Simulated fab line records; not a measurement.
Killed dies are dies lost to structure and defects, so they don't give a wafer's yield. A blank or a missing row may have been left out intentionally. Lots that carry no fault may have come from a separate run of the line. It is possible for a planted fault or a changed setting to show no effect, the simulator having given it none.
A sampling plan put to the test ; flow sky130 ; one line in one fab, 48 faults in these records, each fault weighed on the records of the lots it struck
The line's own looks make up the plan; these are the steps of the route where a gauge or inspection reads the wafer and leaves it unchanged. A look is open to judgement when struck wafers have a number at it and the file gives its usual mean and standard deviation on fault-free wafers. Caught: at a look after the fault's first step, the mean of the struck wafers lies 4 or more of those standard deviations (sigma) from the usual mean. On the tool: the test repeated on the tool's own readings taken at the fault's steps. Also counted as caught: the struck wafers showing another recipe, or a record that is empty for them alone.

## THE FAULTS, as the simulator had put them in
1. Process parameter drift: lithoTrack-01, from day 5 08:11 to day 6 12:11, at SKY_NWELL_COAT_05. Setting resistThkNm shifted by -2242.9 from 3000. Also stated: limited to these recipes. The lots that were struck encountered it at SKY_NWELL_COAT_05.
2. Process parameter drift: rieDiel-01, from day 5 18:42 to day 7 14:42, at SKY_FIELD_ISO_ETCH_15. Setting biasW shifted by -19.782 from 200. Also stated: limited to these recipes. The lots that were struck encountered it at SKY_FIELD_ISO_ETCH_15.
3. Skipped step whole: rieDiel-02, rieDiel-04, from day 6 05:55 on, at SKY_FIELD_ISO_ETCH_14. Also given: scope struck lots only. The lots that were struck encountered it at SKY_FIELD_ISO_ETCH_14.
4. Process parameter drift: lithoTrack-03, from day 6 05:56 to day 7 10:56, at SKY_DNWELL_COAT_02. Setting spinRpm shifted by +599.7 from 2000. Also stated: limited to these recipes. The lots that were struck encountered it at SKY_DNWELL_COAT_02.
5. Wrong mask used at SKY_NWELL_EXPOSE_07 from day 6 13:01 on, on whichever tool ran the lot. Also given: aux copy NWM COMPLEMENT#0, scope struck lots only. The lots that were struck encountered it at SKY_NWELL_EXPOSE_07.
6. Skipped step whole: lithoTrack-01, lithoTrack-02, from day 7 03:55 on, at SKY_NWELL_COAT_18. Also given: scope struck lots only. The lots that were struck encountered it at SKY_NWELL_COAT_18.
7. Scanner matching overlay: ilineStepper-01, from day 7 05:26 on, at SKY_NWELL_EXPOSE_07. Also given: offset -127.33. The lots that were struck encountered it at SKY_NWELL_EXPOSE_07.
8. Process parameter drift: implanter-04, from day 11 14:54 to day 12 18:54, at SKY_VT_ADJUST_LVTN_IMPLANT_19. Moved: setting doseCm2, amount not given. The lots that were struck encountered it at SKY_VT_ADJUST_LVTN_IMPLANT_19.
9. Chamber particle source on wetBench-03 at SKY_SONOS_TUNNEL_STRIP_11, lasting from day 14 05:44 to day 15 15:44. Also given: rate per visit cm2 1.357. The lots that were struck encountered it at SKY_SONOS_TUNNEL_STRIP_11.
10. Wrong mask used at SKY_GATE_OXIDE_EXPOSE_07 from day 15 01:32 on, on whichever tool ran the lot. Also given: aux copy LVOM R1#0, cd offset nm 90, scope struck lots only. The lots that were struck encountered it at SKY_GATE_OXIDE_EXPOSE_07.
11. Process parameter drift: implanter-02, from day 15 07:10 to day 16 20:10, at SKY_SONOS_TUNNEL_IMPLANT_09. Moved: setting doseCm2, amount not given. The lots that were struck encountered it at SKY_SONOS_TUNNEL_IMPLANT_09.
12. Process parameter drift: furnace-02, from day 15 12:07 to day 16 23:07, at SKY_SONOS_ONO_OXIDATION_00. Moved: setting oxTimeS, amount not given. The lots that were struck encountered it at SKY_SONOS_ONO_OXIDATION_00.
13. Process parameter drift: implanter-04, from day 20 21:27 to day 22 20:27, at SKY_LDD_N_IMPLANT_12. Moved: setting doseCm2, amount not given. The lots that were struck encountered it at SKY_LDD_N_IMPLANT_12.
14. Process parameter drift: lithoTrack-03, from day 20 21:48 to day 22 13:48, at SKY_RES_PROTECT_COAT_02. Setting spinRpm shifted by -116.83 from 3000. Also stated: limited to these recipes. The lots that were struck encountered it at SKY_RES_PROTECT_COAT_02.
15. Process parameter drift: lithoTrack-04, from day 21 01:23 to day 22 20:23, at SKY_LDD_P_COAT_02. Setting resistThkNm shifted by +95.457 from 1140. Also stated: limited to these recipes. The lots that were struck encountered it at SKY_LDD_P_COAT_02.
16. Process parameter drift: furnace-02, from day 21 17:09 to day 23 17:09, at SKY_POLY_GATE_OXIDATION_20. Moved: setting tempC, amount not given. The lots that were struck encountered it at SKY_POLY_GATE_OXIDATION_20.
17. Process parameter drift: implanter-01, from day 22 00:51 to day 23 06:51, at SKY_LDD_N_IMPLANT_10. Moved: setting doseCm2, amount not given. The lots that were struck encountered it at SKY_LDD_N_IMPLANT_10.
18. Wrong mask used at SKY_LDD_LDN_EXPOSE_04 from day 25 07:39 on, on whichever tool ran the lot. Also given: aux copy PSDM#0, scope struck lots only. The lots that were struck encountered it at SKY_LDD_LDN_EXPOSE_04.
19. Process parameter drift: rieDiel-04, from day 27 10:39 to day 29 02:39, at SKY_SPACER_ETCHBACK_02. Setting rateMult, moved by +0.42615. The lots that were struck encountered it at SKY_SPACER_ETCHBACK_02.
20. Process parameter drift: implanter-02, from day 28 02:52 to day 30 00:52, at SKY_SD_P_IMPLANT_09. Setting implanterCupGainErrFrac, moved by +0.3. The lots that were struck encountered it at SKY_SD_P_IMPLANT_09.
21. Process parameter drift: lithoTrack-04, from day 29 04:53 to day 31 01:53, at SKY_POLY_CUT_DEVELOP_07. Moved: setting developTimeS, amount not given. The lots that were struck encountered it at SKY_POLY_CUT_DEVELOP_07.
22. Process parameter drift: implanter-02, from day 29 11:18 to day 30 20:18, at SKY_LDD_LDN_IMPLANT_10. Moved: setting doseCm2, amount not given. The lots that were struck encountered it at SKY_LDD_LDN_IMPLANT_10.
23. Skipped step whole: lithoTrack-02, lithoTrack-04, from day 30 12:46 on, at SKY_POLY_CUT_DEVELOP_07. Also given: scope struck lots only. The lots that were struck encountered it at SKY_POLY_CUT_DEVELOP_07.
24. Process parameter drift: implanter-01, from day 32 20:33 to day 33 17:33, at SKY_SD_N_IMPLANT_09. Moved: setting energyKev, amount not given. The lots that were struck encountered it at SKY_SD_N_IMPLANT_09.
25. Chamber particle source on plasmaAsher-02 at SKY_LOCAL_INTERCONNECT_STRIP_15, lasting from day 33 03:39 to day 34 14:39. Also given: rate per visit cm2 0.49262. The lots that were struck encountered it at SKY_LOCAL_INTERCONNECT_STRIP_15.
26. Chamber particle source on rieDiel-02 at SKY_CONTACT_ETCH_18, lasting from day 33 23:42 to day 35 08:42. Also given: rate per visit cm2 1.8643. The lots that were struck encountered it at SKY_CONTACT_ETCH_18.
27. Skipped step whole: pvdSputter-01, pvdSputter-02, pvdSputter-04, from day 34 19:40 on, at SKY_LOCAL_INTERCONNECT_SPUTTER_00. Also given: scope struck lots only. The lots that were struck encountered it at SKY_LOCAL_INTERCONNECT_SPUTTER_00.
28. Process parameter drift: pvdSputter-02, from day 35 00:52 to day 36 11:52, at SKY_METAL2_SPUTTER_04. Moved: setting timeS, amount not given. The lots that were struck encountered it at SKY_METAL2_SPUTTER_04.
29. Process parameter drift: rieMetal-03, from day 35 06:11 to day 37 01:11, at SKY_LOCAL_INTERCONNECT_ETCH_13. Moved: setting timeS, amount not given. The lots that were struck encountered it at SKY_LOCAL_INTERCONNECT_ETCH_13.
30. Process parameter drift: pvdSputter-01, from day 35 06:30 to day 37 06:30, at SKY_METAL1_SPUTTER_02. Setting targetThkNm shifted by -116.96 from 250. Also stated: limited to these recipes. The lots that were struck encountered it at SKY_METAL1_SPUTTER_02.
31. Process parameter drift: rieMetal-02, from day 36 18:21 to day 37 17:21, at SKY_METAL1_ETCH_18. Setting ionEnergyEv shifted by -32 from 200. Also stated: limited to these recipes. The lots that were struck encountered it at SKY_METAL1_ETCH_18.
32. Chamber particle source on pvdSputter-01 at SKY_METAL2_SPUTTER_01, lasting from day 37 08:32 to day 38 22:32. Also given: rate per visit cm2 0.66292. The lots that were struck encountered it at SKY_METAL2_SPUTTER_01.
33. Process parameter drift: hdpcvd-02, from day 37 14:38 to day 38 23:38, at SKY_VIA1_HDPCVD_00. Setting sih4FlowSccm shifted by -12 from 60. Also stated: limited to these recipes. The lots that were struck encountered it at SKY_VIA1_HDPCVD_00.
34. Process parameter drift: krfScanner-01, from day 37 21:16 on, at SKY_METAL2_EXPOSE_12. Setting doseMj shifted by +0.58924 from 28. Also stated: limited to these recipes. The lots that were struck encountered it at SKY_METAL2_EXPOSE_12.
35. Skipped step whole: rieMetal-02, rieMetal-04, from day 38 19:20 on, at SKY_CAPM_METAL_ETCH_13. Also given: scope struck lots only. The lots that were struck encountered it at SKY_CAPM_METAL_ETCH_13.
36. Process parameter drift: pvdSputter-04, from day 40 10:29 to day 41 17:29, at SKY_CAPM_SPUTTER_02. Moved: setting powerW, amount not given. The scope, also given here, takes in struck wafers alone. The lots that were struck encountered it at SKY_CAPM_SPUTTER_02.
37. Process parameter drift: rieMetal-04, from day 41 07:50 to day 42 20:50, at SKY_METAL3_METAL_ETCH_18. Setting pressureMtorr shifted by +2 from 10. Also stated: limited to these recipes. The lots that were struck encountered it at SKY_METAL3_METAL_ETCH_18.
38. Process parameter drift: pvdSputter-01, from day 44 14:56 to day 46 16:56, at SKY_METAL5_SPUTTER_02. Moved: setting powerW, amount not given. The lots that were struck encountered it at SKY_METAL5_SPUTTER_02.
39. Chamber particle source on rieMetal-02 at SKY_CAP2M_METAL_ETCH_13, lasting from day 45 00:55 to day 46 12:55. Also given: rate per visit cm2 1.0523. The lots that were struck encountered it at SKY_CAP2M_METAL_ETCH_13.
40. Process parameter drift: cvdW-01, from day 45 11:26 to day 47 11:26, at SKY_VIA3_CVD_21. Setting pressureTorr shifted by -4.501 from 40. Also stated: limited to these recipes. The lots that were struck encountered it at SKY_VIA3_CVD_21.
41. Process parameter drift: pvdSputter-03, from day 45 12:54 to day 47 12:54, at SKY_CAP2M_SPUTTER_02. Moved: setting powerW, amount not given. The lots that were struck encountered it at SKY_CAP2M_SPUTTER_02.
42. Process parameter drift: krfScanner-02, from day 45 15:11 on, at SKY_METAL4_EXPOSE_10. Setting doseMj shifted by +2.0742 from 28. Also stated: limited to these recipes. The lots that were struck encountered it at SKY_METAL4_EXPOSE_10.
43. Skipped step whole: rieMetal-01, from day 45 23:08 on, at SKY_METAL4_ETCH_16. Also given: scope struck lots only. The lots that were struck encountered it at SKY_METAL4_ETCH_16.
44. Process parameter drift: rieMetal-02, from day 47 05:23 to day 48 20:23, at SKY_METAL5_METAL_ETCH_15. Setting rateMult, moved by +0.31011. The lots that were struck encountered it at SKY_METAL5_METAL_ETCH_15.
45. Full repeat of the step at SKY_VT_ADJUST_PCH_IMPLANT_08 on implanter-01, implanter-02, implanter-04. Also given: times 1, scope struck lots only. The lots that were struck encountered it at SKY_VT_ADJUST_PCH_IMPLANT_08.
46. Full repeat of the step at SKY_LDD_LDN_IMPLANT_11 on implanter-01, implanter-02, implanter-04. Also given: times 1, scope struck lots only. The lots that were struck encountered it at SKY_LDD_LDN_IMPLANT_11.
47. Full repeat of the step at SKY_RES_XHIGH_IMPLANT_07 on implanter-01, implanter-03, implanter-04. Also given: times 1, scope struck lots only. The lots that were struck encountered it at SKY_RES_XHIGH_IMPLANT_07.
48. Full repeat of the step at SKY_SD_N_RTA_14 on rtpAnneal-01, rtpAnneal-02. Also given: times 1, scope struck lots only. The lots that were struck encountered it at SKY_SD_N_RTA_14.

## WHAT THE PLAN SAW
fault;on the tool itself;first look that catches it;reading, sigma;median hours from its first step to that look;hours from the fault's start to the first struck lot there;judged looks passed uncaught
1;no reading that can be judged;SKY_NWELL_TW_MEAS_26;NWELL_2_TW +99 or beyond;30.4;34;0
2;biasW -28 sigma;no look after it can be judged;-;-;-;0
3;the tool's record is blank for the struck wafers;no look after it can be judged;-;-;-;0
4;spinSpeedRpm +99 or beyond sigma;not the one look that can be judged after it;-;-;-;1
5;under 2 sigma;SKY_NWELL_TW_MEAS_15;NWELL_TW -99 or beyond;10.7;12;0
6;the tool's record is blank for the struck wafers;not the one look that can be judged after it;-;-;-;1
7;no reading that can be judged;SKY_NWELL_OVL_MEAS_10;NWELL_00_OVL -90;10.7;18;0
8;doseIonsCm2 +99 or beyond sigma;SKY_VT_ADJUST_LVTN_TW_MEAS_21;VT_ADJUST_LVTN_2_TW +25;0.2;5;0
9;no reading that can be judged;not the one look that can be judged after it;-;-;-;1
10;no reading that can be judged;not the one look that can be judged after it;-;-;-;1
11;doseIonsCm2 -99 or beyond sigma;SKY_SONOS_TUNNEL_TW_MEAS_12;SONOS_TUNNEL_TW -38;0.4;11;0
12;under 2 sigma;SKY_SONOS_ONO_THK_MEAS_01;SONOS_ONO_OXIDATION_THK +14;1.4;5;0
13;doseIonsCm2 +99 or beyond sigma;no look after it can be judged;-;-;-;0
14;spinSpeedRpm -65 sigma;no look after it can be judged;-;-;-;0
15;no reading that can be judged;not the one look that can be judged after it;-;-;-;1
16;tubeCenterTempC +99 or beyond sigma;SKY_POLY_GATE_THK_MEAS_21;POLY_GATE_OXIDATION_THK +8.1;1.3;4;0
17;doseIonsCm2 -99 or beyond sigma;not the one look that can be judged after it;strongest: LDD_N_TW at SKY_LDD_N_TW_MEAS_17, -3.1;-;-;1
18;no reading that can be judged;SKY_LDD_LDN_TW_MEAS_13;LDD_LDN_TW -99 or beyond;14.7;22;0
19;under 2 sigma;not the one look that can be judged after it;-;-;-;1
20;no reading that can be judged;SKY_SD_P_TW_MEAS_11;SD_P_TW -8.7;0.2;1;0
21;under 2 sigma;none of the 3 looks that can be judged after it;strongest: cdNm at SKY_POLY_CUT_CD_MEAS_08, -3.3;-;-;3
22;doseIonsCm2 -99 or beyond sigma;SKY_LDD_LDN_TW_MEAS_13;LDD_LDN_TW -6.8;0.4;3;0
23;no reading that can be judged;no look after it can be judged;-;-;-;0
24;beamEnergyKeV -99 or beyond sigma;SKY_SD_N_TW_MEAS_12;SD_N_TW -8.0;0.4;6;0
25;under 2 sigma;no look after it can be judged;-;-;-;0
26;under 2 sigma;no look after it can be judged;-;-;-;0
27;the tool's record is blank for the struck wafers;no look after it can be judged;-;-;-;0
28;under 2 sigma;not the one look that can be judged after it;-;-;-;1
29;oesProductAu -30 sigma;no look after it can be judged;-;-;-;0
30;under 2 sigma;SKY_METAL1_RS_MEAS_05;METAL1_ALCU_RS +64;0.1;12;0
31;under 2 sigma;no look after it can be judged;-;-;-;0
32;under 2 sigma;none of the 2 looks that can be judged after it;-;-;-;2
33;sih4FlowSccm -60 sigma;SKY_VIA1_THK_MEAS_01;VIA1_HDPCVD_THK -16;0.1;3;0
34;exposureDoseMJCm2 +17 sigma;none of the 2 looks that can be judged after it;strongest: cdNm at SKY_METAL2_CD_MEAS_15, -2.1;-;-;2
35;the tool's record is blank for the struck wafers;no look after it can be judged;-;-;-;0
36;cathodeDcPowerW +99 or beyond sigma;SKY_CAPM_RS_MEAS_03;CAPM_TIN_RS -14;0.1;2;0
37;chamberPressureMTorr +99 or beyond sigma;no look after it can be judged;-;-;-;0
38;cathodeDcPowerW +99 or beyond sigma;none of the 2 looks that can be judged after it;strongest: METAL5_ALCU_THK at SKY_METAL5_THK_MEAS_06, +3.1;-;-;2
39;under 2 sigma;not the one look that can be judged after it;-;-;-;1
40;chamberPressureTorr -51 sigma;none of the 2 looks that can be judged after it;strongest: VIA3_W_RS at SKY_VIA3_RS_MEAS_22, +3.6;-;-;2
41;cathodeDcPowerW -99 or beyond sigma;SKY_CAP2M_RS_MEAS_03;CAP2M_TIN_RS +23;0.1;6;0
42;exposureDoseMJCm2 +71 sigma;SKY_METAL4_CD_MEAS_13;cdNm -8.2;10.2;24;0
43;the tool's record is blank for the struck wafers;no look after it can be judged;-;-;-;0
44;under 2 sigma;not the one look that can be judged after it;-;-;-;1
45;under 2 sigma;SKY_VT_ADJUST_PCH_TW_MEAS_10;VT_ADJUST_PCH_TW +34;0.6;-;0
46;under 2 sigma;SKY_LDD_LDN_TW_MEAS_13;LDD_LDN_TW +11;0.6;-;0
47;no reading that can be judged;SKY_RES_XHIGH_TW_MEAS_09;RES_XHIGH_TW +38;0.6;-;0
48;under 2 sigma;no look after it can be judged;-;-;-;0
A dash: the fault isn't caught, or these records don't give the number.

Caught at a look: 19 of 48. Caught on the tool: 24 of 48. By one or the other: 34 of 48.
Caught on the tool alone: faults 2, 3, 4, 6, 13, 14, 17, 27, 29, 34, 35, 37, 38, 40, 43.
Caught at a look alone: faults 1, 5, 7, 12, 18, 20, 30, 45, 46, 47.
Caught by neither: faults 9, 10, 15, 19, 21, 23, 25, 26, 28, 31, 32, 39, 44, 48.

## THINNER SAMPLING
If the look that catches a fault measured only every second or every third lot, by lot number, the first struck lot would be measured this late in the worst case:
fault;struck lots at that look, in order of time;every lot;every second lot;every third lot
1;L665, L666;34 h;40 h;may miss all 2
5;L770;12 h;may miss it;may miss it
7;L312, L314, L315;18 h;35 h;may miss all 3
8;L155, L157, L158;5 h;26 h;may miss all 3
11;L386, L388;11 h;may miss all 2;may miss all 2
12;L327, L328;5 h;8 h;may miss all 2
16;L747, L748, L750;4 h;11 h;may miss all 3
18;L808;22 h;may miss it;may miss it
20;L603;1 h;may miss it;may miss it
22;L909, L910;3 h;20 h;may miss all 2
24;L785, L786;6 h;14 h;may miss all 2
30;L970, L971, L974;12 h;17 h;may miss all 3
33;L936, L938;3 h;may miss all 2;may miss all 2
36;L531;2 h;may miss it;may miss it
41;L931, L932;6 h;11 h;may miss all 2
42;L450, L453;24 h;48 h;may miss all 2
The hour figures run from when the fault began to the first measured lot among those it struck. 4 sigma limit: tested on the pooled struck wafers, so a lone lot may be under it. Other struck lots may not be in these records.

## THE LONGEST TIMED WAY FROM STEP TO LOOK
In fault 1, a median of 30.4 hours elapses between SKY_NWELL_COAT_05 and SKY_NWELL_TW_MEAS_26. No look between them can be judged.
